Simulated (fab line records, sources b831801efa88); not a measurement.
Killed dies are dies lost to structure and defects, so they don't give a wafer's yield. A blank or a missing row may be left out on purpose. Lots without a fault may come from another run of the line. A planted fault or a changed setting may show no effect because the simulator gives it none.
fab line records | flow gf180mcu | part 1 of 2: steps 1 to 32 of 44
record lots=5 wafers=15 last_day=33
route steps=602 shown VT_IMPLANT@116 MVSD@136 NWELL@137 LVPWELL@138 MVPSD@139 DUAL_GATE@141 POLY_GATE@157
lots that met no fault: from a run of the same line without faults
start_h: hours from the record's first day to the start of the lot's first wafer shown | wait_h: hours since the lot's step before | " the same as in the row above | L1.1+2: a row that stands for several wafers | - no value, or no start given | * or withheld: withheld | < > ~ a bound
route shown NAME@n: a module of which the file shows steps, and the number in the route of the first | usual: mean/standard deviation of fault-free wafers | same: alike in all rows | chamber/n: place in a boat | sites: the reading at each site | _std_site: their standard deviation | _edge_site: outer sites' mean less inner sites' | radius_mm: how far each site lies from the wafer's centre | mask NAME#n: copy n | behind: the tool/chamber that last shaped the wafer | hold: why the lot was held/for how many hours/how that ended | device: the transistor (n, p or np) that didn't switch | end of line: the same wafers' tests at the end of the route | a step without rows: its recipe alone | killed: dies lost to structure and defects at the first sort, not the wafer's yield | map: a wafer's dies, x killed, . not, _ none there
set.NAME: the setting as run; set.NAME@STEP: as run at that earlier step | model.NAME: the simulator's own value behind a step, which no gauge read
lots at some steps of the route; a table a step, a row a wafer
services: from which hour (start_h, from the record's first day; less than 0 if before it) a tool's chamber was out of use, for how many hours, and why
## steps
# step GF_VT_IMPLANT_EXPOSE_26
# recipe mask_id=LVPWELL_HV_AREA target_cd_nm=860 na=0.6 source_shape=conventional sigma_outer=0.6 dose_mj=140
# columns lot.wafer tool chamber start_h wait_h mask
L078.1+4+5 iline_stepper-01 0 - - LVPWELL_HV_AREA#0
L079.1+3+5 iline_stepper-01 0 - - LVPWELL_HV_AREA#0
L088.1+3+5 iline_stepper-02 0 - - LVPWELL_HV_AREA#0
L091.4+5+6 iline_stepper-02 0 - - LVPWELL_HV_AREA#0
L094.1+2+3 iline_stepper-02 0 - - LVPWELL_HV_AREA#0
# step GF_VT_IMPLANT_PEB_27
# recipe temp_c=withheld time_s=* resist=NOVOLAK
# columns lot.wafer tool chamber start_h wait_h
L078.1+4+5 litho_track-01 0 - -
L079.1+3+5 litho_track-04 0 - -
L088.1+3+5 litho_track-03 0 - -
L091.4+5+6 litho_track-01 0 - -
L094.1+2+3 litho_track-01 0 - -
# step GF_VT_IMPLANT_DEVELOP_28
# recipe develop_time_s=60 dev_temp_c=23
# columns lot.wafer tool chamber start_h wait_h
L078.1+4+5 litho_track-01 0 166.02 0.1
L079.1+3+5 litho_track-04 0 171.68 0.1
L088.1+3+5 litho_track-03 0 233.81 0.1
L091.4+5+6 litho_track-01 0 249.44 0.1
L094.1+2+3 litho_track-01 0 272.27 0.1
# step GF_VT_IMPLANT_OVL_MEAS_29
# usual VT_IMPLANT_02_OVL=1.2/1.3
# columns lot.wafer tool chamber start_h wait_h VT_IMPLANT_02_OVL[nm]
L078.1 overlay-01 - 166.17 0.1 2.6
L078.4 " - " " 4.0
L078.5 " - " " 2.3
L079.1 overlay-02 - 171.83 0.1 0.3
L079.3 " - " " 0.2
L079.5 " - " " -0.3
L088.1 overlay-01 - 233.96 0.1 -1.9
L088.3 " - " " 0.3
L088.5 " - " " 1.9
L091.4 overlay-01 - 249.53 0.1 -0.3
L091.5 " - " " -1.2
L091.6 " - " " 1.6
L094.1 overlay-01 - 272.42 0.1 3.4
L094.2 " - " " 1.3
L094.3 " - " " 1.3
# step GF_VT_IMPLANT_IMPLANT_30
# recipe species=B energy_kev=25 dose_cm2=2.534e+12 tilt_deg=7
# columns lot.wafer tool chamber start_h wait_h
L078.1+4+5 implanter-02 0 166.20 0.0
L079.1+3+5 implanter-04 0 171.87 0.0
L088.1+3+5 implanter-02 0 234.00 0.0
L091.4+5+6 implanter-02 0 249.63 0.1
L094.1+2+3 implanter-04 0 272.45 0.0
# step GF_VT_IMPLANT_STRIP_31
# recipe chemistry=O2/N2 power_w=1400 pressure_mtorr=1500 platen_temp_c=250 o2_flow_sccm=3000 n2_flow_sccm=300 overash_fraction=0.5
# usual chamber_pressure_mTorr=1499.9/1.4 drypump_motor_current_A=5.9/0.34 heater_power_w=332/25 oes_product_au=0.716/0.005 strip_time_to_endpoint_s=12.63/0.034
# columns lot.wafer tool chamber start_h wait_h chamber_pressure_mTorr drypump_motor_current_A heater_power_w oes_product_au rf_hours_counter_h strip_time_to_endpoint_s
L078.1 plasma_asher-03 0 166.35 0.1 1500.6 6.2 379 0.720 54 12.61
L078.4 " 1 " " 1498.7 5.4 321 0.713 - 12.64
L078.5 " 1 " " 1498.6 5.4 311 0.721 - 12.63
L079.1 plasma_asher-02 0 172.02 0.1 1498.8 5.8 329 0.708 35 12.63
L079.3 " 0 " " 1502.1 5.8 329 0.715 - 12.65
L079.5 " 0 " " 1499.4 5.8 325 0.712 - 12.65
L088.1 plasma_asher-03 1 234.15 0.1 1500.0 5.4 310 0.719 61 12.65
L088.3 " 0 " " 1502.7 6.2 379 0.713 - 12.61
L088.5 " 0 " " 1501.1 6.2 373 0.721 - 12.59
L091.4 plasma_asher-01 0 249.74 0.1 1502.4 5.6 294 0.713 - 12.63
L091.5 " 0 " " 1498.5 5.6 299 0.718 - 12.62
L091.6 " 1 " " 1500.5 6.0 337 0.710 - 12.63
L094.1 plasma_asher-03 0 272.60 0.1 1499.7 6.2 367 0.713 66 12.60
L094.2 " 1 " " 1499.5 5.4 317 0.713 66 12.62
L094.3 " 1 " " 1502.6 5.4 315 0.718 - 12.60
# step GF_VT_IMPLANT_TW_MEAS_32
# usual VT_IMPLANT_3_TW=270.8/1.4
# columns lot.wafer tool chamber start_h wait_h VT_IMPLANT_3_TW
L078.1 film_metro-04 - 166.45 0.1 270.7
L078.4 " - " " 271.6
L078.5 " - " " 272.5
L079.1 film_metro-02 - 172.12 0.1 271.2
L079.3 " - " " 268.4
L079.5 " - " " 269.0
L088.1 film_metro-02 - 234.25 0.1 273.0
L088.3 " - " " 273.4
L088.5 " - " " 272.8
L091.4 film_metro-04 - 249.83 0.1 271.6
L091.5 " - " " 270.0
L091.6 " - " " 270.8
L094.1 film_metro-02 - 272.70 0.1 272.7
L094.2 " - " " 270.1
L094.3 " - " " 271.2
# step GF_VT_IMPLANT_DEHYDRATE_33
# recipe temp_c=200 time_s=60
# columns lot.wafer tool chamber start_h wait_h
L078.1+4+5 litho_track-03 0 173.86 7.4
L079.1+3+5 litho_track-03 0 179.96 7.8
L088.1+3+5 litho_track-03 0 242.46 8.2
L091.4+5+6 litho_track-04 0 258.76 8.9
L094.1+2+3 litho_track-04 0 281.83 9.1
# step GF_VT_IMPLANT_HMDS_34
# recipe prime_time_s=60 prime_temp_c=120
# columns lot.wafer tool chamber start_h wait_h
L078.1+4+5 litho_track-03 0 174.01 0.1
L079.1+3+5 litho_track-03 0 180.11 0.1
L088.1+3+5 litho_track-03 0 242.61 0.1
L091.4+5+6 litho_track-04 0 258.91 0.1
L094.1+2+3 litho_track-04 0 281.98 0.1
# step GF_VT_IMPLANT_COAT_35
# recipe resist=NOVOLAK spin_rpm=3000 resist_thk_nm=1000
# columns lot.wafer tool chamber start_h wait_h
L078.1+4+5 litho_track-03 0 174.16 0.1
L079.1+3+5 litho_track-03 0 180.26 0.1
L088.1+3+5 litho_track-03 0 242.76 0.1
L091.4+5+6 litho_track-04 0 259.06 0.1
L094.1+2+3 litho_track-04 0 282.13 0.1
# step GF_VT_IMPLANT_SOFTBAKE_36
# recipe temp_c=90 time_s=60 resist=NOVOLAK
# columns lot.wafer tool chamber start_h wait_h
L078.1+4+5 litho_track-03 0 174.31 0.1
L079.1+3+5 litho_track-03 0 180.41 0.1
L088.1+3+5 litho_track-03 0 242.91 0.1
L091.4+5+6 litho_track-04 0 259.21 0.1
L094.1+2+3 litho_track-04 0 282.28 0.1
# step GF_VT_IMPLANT_EXPOSE_37
# recipe mask_id=Nwell_HV_AREA target_cd_nm=860 na=0.6 source_shape=conventional sigma_outer=0.6 dose_mj=140
# columns lot.wafer tool chamber start_h wait_h mask
L078.1+4+5 iline_stepper-02 0 - - Nwell_HV_AREA#0
L079.1+3+5 iline_stepper-01 0 - - Nwell_HV_AREA#0
L088.1+3+5 iline_stepper-02 0 - - Nwell_HV_AREA#0
L091.4+5+6 iline_stepper-01 0 - - Nwell_HV_AREA#0
L094.1+2+3 iline_stepper-02 0 - - Nwell_HV_AREA#0
# step GF_VT_IMPLANT_PEB_38
# recipe temp_c=withheld time_s=* resist=NOVOLAK
# columns lot.wafer tool chamber start_h wait_h
L078.1+4+5 litho_track-01 0 - -
L079.1+3+5 litho_track-04 0 - -
L088.1+3+5 litho_track-01 0 - -
L091.4+5+6 litho_track-03 0 - -
L094.1+2+3 litho_track-03 0 - -
# step GF_VT_IMPLANT_DEVELOP_39
# recipe develop_time_s=60 dev_temp_c=23
# columns lot.wafer tool chamber start_h wait_h
L078.1+4+5 litho_track-01 0 182.62 0.1
L079.1+3+5 litho_track-04 0 188.98 0.1
L088.1+3+5 litho_track-01 0 252.12 0.1
L091.4+5+6 litho_track-03 0 268.68 0.1
L094.1+2+3 litho_track-03 0 291.96 0.1
# step GF_VT_IMPLANT_OVL_MEAS_40
# usual VT_IMPLANT_03_OVL=0.7/1.5
# columns lot.wafer tool chamber start_h wait_h VT_IMPLANT_03_OVL[nm]
L078.1 overlay-02 - 182.77 0.1 -2.0
L078.4 " - " " -1.0
L078.5 " - " " 0.9
L079.1 overlay-02 - 189.13 0.1 0.0
L079.3 " - " " 1.2
L079.5 " - " " -0.2
L088.1 overlay-02 - 252.27 0.1 -1.5
L088.3 " - " " -1.7
L088.5 " - " " 0.2
L091.4 overlay-02 - 268.78 0.1 -0.3
L091.5 " - " " -0.9
L091.6 " - " " -0.4
L094.1 overlay-01 - 292.12 0.1 1.1
L094.2 " - " " 0.2
L094.3 " - " " 0.9
# step GF_VT_IMPLANT_IMPLANT_41
# recipe species=As energy_kev=70 dose_cm2=1.013e+12 tilt_deg=7
# columns lot.wafer tool chamber start_h wait_h
L078.1+4+5 implanter-02 0 182.80 0.0
L079.1+3+5 implanter-02 0 189.17 0.0
L088.1+3+5 implanter-01 0 252.30 0.0
L091.4+5+6 implanter-01 0 268.87 0.1
L094.1+2+3 implanter-02 0 292.16 0.0
# step GF_VT_IMPLANT_STRIP_42
# recipe chemistry=O2/N2 power_w=1400 pressure_mtorr=1500 platen_temp_c=250 o2_flow_sccm=3000 n2_flow_sccm=300 overash_fraction=0.5
# usual chamber_pressure_mTorr=1500.1/1.3 drypump_motor_current_A=5.9/0.32 heater_power_w=330/24 oes_product_au=0.716/0.0051 strip_time_to_endpoint_s=12.64/0.032
# columns lot.wafer tool chamber start_h wait_h chamber_pressure_mTorr drypump_motor_current_A heater_power_w oes_product_au rf_hours_counter_h strip_time_to_endpoint_s
L078.1 plasma_asher-01 0 182.95 0.1 1502.4 5.6 301 0.714 8 12.64
L078.4 " 0 " " 1496.5 5.6 301 0.706 - 12.67
L078.5 " 1 " " 1498.3 6.0 335 0.704 - 12.62
L079.1 plasma_asher-03 1 189.32 0.1 1500.4 5.4 313 0.718 56 12.64
L079.3 " 0 " " 1499.5 6.2 372 0.705 - 12.66
L079.5 " 1 " " 1501.4 5.4 317 0.715 - 12.67
L088.1 plasma_asher-03 1 252.45 0.1 1498.2 5.4 317 0.716 63 12.64
L088.3 " 0 " " 1500.6 6.2 366 0.709 - 12.62
L088.5 " 0 " " 1501.5 6.2 379 0.713 - 12.63
L091.4 plasma_asher-02 1 268.98 0.1 1500.1 6.3 335 0.713 - 12.67
L091.5 " 0 " " 1500.7 5.8 321 0.721 - 12.67
L091.6 " 1 " " 1499.1 6.3 337 0.724 - 12.69
L094.1 plasma_asher-02 0 292.31 0.1 1501.5 5.8 327 0.710 46 12.58
L094.2 " 1 " " 1501.9 6.3 329 0.718 46 12.59
L094.3 " 0 " " 1500.1 5.8 328 0.708 - 12.59
# step GF_VT_IMPLANT_TW_MEAS_43
# usual VT_IMPLANT_4_TW=696/3.6
# columns lot.wafer tool chamber start_h wait_h VT_IMPLANT_4_TW
L078.1 film_metro-02 - 183.05 0.1 695
L078.4 " - " " 693
L078.5 " - " " 696
L079.1 film_metro-02 - 189.42 0.1 694
L079.3 " - " " 689
L079.5 " - " " 692
L088.1 film_metro-02 - 252.55 0.1 699
L088.3 " - " " 700
L088.5 " - " " 697
L091.4 film_metro-01 - 269.08 0.1 694
L091.5 " - " " 695
L091.6 " - " " 696
L094.1 film_metro-02 - 292.41 0.1 700
L094.2 " - " " 698
L094.3 " - " " 700
# step GF_VT_IMPLANT_CLEAN_44
# recipe chemistry=SC1/SC2 mix=1:4:20 temp_c=70 time_s=150 dry=n2_spin
# usual bath_heat_duty_pct=13.5/1.7
# columns lot.wafer tool chamber start_h wait_h bath_heat_duty_pct
L078.1 wet_bench-03 3 183.11 0.1 11.0
L078.4 " 3 " " 11.5
L078.5 " 3 " " 10.0
L079.1 wet_bench-03 1 189.48 0.1 14.6
L079.3 " 1 " " 13.6
L079.5 " 1 " " 14.0
L088.1 wet_bench-04 2 252.61 0.1 12.6
L088.3 " 2 " " 12.1
L088.5 " 2 " " 12.0
L091.4 wet_bench-04 2 269.11 0.0 12.3
L091.5 " 2 " " 11.3
L091.6 " 2 " " 12.2
L094.1 wet_bench-01 1 292.47 0.1 17.7
L094.2 " 1 " " 15.0
L094.3 " 1 " " 17.2
# step GF_VT_IMPLANT_RTA_45
# recipe temp_c=1050 time_s=30 ambient=N2
# usual anneal_temp_c_max=1056.2/1.9 lamp_power_pct=39/3.6 wafer_temp_C_max=1055.1/1.1
# columns lot.wafer tool chamber start_h wait_h anneal_temp_c_max lamp_power_pct wafer_temp_C_max
L078.1 rtp_anneal-01 0 183.17 0.0 1054.2 43 1054.6
L078.4 " 0 " " 1053.8 43 1054.0
L078.5 " 0 " " 1054.4 43 1054.6
L079.1 rtp_anneal-02 0 189.53 0.0 1057.6 36 1055.1
L079.3 " 0 " " 1055.8 36 1056.1
L079.5 " 0 " " 1057.4 36 1055.7
L088.1 rtp_anneal-02 0 252.66 0.0 1056.1 36 1056.2
L088.3 " 0 " " 1056.5 36 1055.4
L088.5 " 0 " " 1057.9 36 1054.8
L091.4 rtp_anneal-01 0 269.21 0.1 1054.9 43 1053.4
L091.5 " 0 " " 1054.4 43 1054.6
L091.6 " 0 " " 1055.1 43 1055.1
L094.1 rtp_anneal-01 0 292.52 0.0 1053.5 43 1053.9
L094.2 " 0 " " 1055.0 43 1054.4
L094.3 " 0 " " 1054.9 43 1054.8
# step GF_VT_IMPLANT_RS_MEAS_46
# recipe thk_meas_gauge=four-point-probe
# usual MVSD_RS=456.3/1.1
# columns lot.wafer tool chamber start_h wait_h MVSD_RS[ohm/sq]
L078.1 film_metro-03 - 183.27 0.1 454.8
L078.4 " - " " 454.4
L078.5 " - " " 454.9
L079.1 film_metro-04 - 189.63 0.1 455.1
L079.3 " - " " 456.4
L079.5 " - " " 455.0
L088.1 film_metro-04 - 252.76 0.1 455.4
L088.3 " - " " 455.9
L088.5 " - " " 456.0
L091.4 film_metro-04 - 269.32 0.1 457.8
L091.5 " - " " 457.1
L091.6 " - " " 456.5
L094.1 film_metro-03 - 292.62 0.1 456.0
L094.2 " - " " 456.7
L094.3 " - " " 457.5
# step GF_VT_IMPLANT_RS_MEAS_47
# recipe thk_meas_gauge=four-point-probe
# usual NWELL_RS=487.9/1.4
# columns lot.wafer tool chamber start_h wait_h NWELL_RS[ohm/sq]
L078.1 film_metro-03 - 183.39 0.1 486.3
L078.4 " - " " 487.4
L078.5 " - " " 487.3
L079.1 film_metro-04 - 189.75 0.1 486.6
L079.3 " - " " 488.3
L079.5 " - " " 487.0
L088.1 film_metro-04 - 252.88 0.1 488.9
L088.3 " - " " 488.4
L088.5 " - " " 488.5
L091.4 film_metro-04 - 269.44 0.1 487.6
L091.5 " - " " 488.2
L091.6 " - " " 488.7
L094.1 film_metro-03 - 292.74 0.1 487.4
L094.2 " - " " 487.4
L094.3 " - " " 488.4
# step GF_VT_IMPLANT_RS_MEAS_48
# recipe thk_meas_gauge=four-point-probe
# usual LVPWELL_RS=1196/3.3
# columns lot.wafer tool chamber start_h wait_h LVPWELL_RS[ohm/sq]
L078.1 film_metro-03 - 183.51 0.1 1196
L078.4 " - " " 1196
L078.5 " - " " 1195
L079.1 film_metro-04 - 189.87 0.1 1198
L079.3 " - " " 1197
L079.5 " - " " 1195
L088.1 film_metro-04 - 253.00 0.1 1192
L088.3 " - " " 1190
L088.5 " - " " 1195
L091.4 film_metro-04 - 269.56 0.1 1194
L091.5 " - " " 1194
L091.6 " - " " 1195
L094.1 film_metro-03 - 292.86 0.1 1190
L094.2 " - " " 1191
L094.3 " - " " 1191
# step GF_VT_IMPLANT_RS_MEAS_49
# recipe thk_meas_gauge=four-point-probe
# usual MVPSD_RS=1169/3.2
# columns lot.wafer tool chamber start_h wait_h MVPSD_RS[ohm/sq]
L078.1 film_metro-03 - 183.63 0.1 1166
L078.4 " - " " 1169
L078.5 " - " " 1167
L079.1 film_metro-04 - 189.99 0.1 1174
L079.3 " - " " 1177
L079.5 " - " " 1175
L088.1 film_metro-04 - 253.12 0.1 1167
L088.3 " - " " 1171
L088.5 " - " " 1169
L091.4 film_metro-04 - 269.68 0.1 1169
L091.5 " - " " 1173
L091.6 " - " " 1172
L094.1 film_metro-03 - 292.98 0.1 1166
L094.2 " - " " 1164
L094.3 " - " " 1163
# step GF_VT_IMPLANT_WET_ETCH_50
# recipe chemistry=dHF target_depth_nm=20 target=SiO2 temp_c=25 dilution=100:1 time_s=400
# usual bath_heat_duty_pct=6.2/0.79
# columns lot.wafer tool chamber start_h wait_h bath_heat_duty_pct
L078.1 wet_bench-03 3 183.89 0.2 5.3
L078.4 " 3 " " 5.7
L078.5 " 3 " " 4.5
L079.1 wet_bench-01 3 190.11 0.1 5.5
L079.3 " 3 " " 6.1
L079.5 " 3 " " 5.7
L088.1 wet_bench-01 2 253.24 0.1 6.7
L088.3 " 2 " " 5.9
L088.5 " 2 " " 5.6
L091.4 wet_bench-03 1 269.74 0.0 6.6
L091.5 " 1 " " 5.7
L091.6 " 1 " " 6.0
L094.1 wet_bench-03 3 293.10 0.1 5.1
L094.2 " 3 " " 6.1
L094.3 " 3 " " 5.1
# step GF_DUAL_GATE_CLEAN_00
# recipe chemistry=SC1/SC2 mix=1:4:20 temp_c=70 time_s=150
# usual bath_heat_duty_pct=13.0/1.5
# columns lot.wafer tool chamber start_h wait_h bath_heat_duty_pct
L078.1 wet_bench-03 2 184.02 0.0 12.7
L078.4 " 2 " " 12.8
L078.5 " 2 " " 11.7
L079.1 wet_bench-03 3 190.23 0.0 10.2
L079.3 " 3 " " 11.2
L079.5 " 3 " " 10.3
L088.1 wet_bench-03 0 253.36 0.0 14.0
L088.3 " 0 " " 15.2
L088.5 " 0 " " 12.2
L091.4 wet_bench-04 2 269.87 0.0 12.4
L091.5 " 2 " " 11.9
L091.6 " 2 " " 11.3
L094.1 wet_bench-04 1 293.22 0.0 13.9
L094.2 " 1 " " 13.0
L094.3 " 1 " " 11.7
# step GF_DUAL_GATE_CLEAN_01
# recipe chemistry=dHF time_s=20 dilution=100:1 dry=ipa_marangoni
# columns lot.wafer tool chamber start_h wait_h
L078.1+4+5 wet_bench-01 2 184.08 0.0
L079.1+3+5 wet_bench-01 3 190.28 0.0
L088.1+3+5 wet_bench-04 3 253.41 0.0
L091.4+5+6 wet_bench-03 2 269.92 0.0
L094.1+2+3 wet_bench-01 1 293.27 0.0
# step GF_DUAL_GATE_OXIDATION_02
# recipe temp_c=900 ambient=O2 stabilise_s=600 purge_s=300 target_thk_a=108.87 ox_time_s=1602
# same ox_time_s=1602
# columns lot.wafer tool chamber start_h wait_h
L078.1+4+5 furnace-01 0 184.35 0.3
L079.1+3+5 furnace-01 0 191.47 1.2
L088.1+3+5 furnace-01 0 253.43 0.0
L091.4+5+6 furnace-01 0 269.93 0.0
L094.1+2+3 furnace-01 0 293.79 0.5
# step GF_DUAL_GATE_THK_MEAS_03
# recipe reads=SiO2_of_DUAL_GATE_OXIDATION_02
# usual DUAL_GATE_OXIDATION_00_THK=10.96/0.24
# columns lot.wafer tool chamber start_h wait_h DUAL_GATE_OXIDATION_00_THK[nm]
L078.1 film_metro-02 - 185.80 0.0 11.14
L078.4 " - " " 11.21
L078.5 " - " " 11.17
L079.1 film_metro-03 - 192.92 0.0 10.78
L079.3 " - " " 10.93
L079.5 " - " " 10.78
L088.1 film_metro-02 - 254.87 0.0 10.63
L088.3 " - " " 10.68
L088.5 " - " " 10.67
L091.4 film_metro-03 - 271.41 0.0 10.86
L091.5 " - " " 10.71
L091.6 " - " " 10.71
L094.1 film_metro-03 - 295.23 0.0 11.01
L094.2 " - " " 11.12
L094.3 " - " " 11.06
# step GF_DUAL_GATE_DEHYDRATE_04
# recipe temp_c=200 time_s=60
# columns lot.wafer tool chamber start_h wait_h
L078.1+4+5 litho_track-02 0 193.54 7.7
L079.1+3+5 litho_track-04 0 200.88 8.0
L088.1+3+5 litho_track-03 0 263.51 8.6
L091.4+5+6 litho_track-04 0 280.36 8.9
L094.1+2+3 litho_track-02 0 304.34 9.1
# step GF_DUAL_GATE_HMDS_05
# recipe prime_time_s=60 prime_temp_c=120
# columns lot.wafer tool chamber start_h wait_h
L078.1+4+5 litho_track-02 0 193.69 0.1
L079.1+3+5 litho_track-04 0 201.03 0.1
L088.1+3+5 litho_track-03 0 263.66 0.1
L091.4+5+6 litho_track-04 0 280.51 0.1
L094.1+2+3 litho_track-02 0 304.49 0.1
# step GF_DUAL_GATE_COAT_06
# recipe resist=NOVOLAK spin_rpm=3000 resist_thk_nm=1000
# columns lot.wafer tool chamber start_h wait_h
L078.1+4+5 litho_track-02 0 193.84 0.1
L079.1+3+5 litho_track-04 0 201.18 0.1
L088.1+3+5 litho_track-03 0 263.81 0.1
L091.4+5+6 litho_track-04 0 280.66 0.1
L094.1+2+3 litho_track-02 0 304.64 0.1
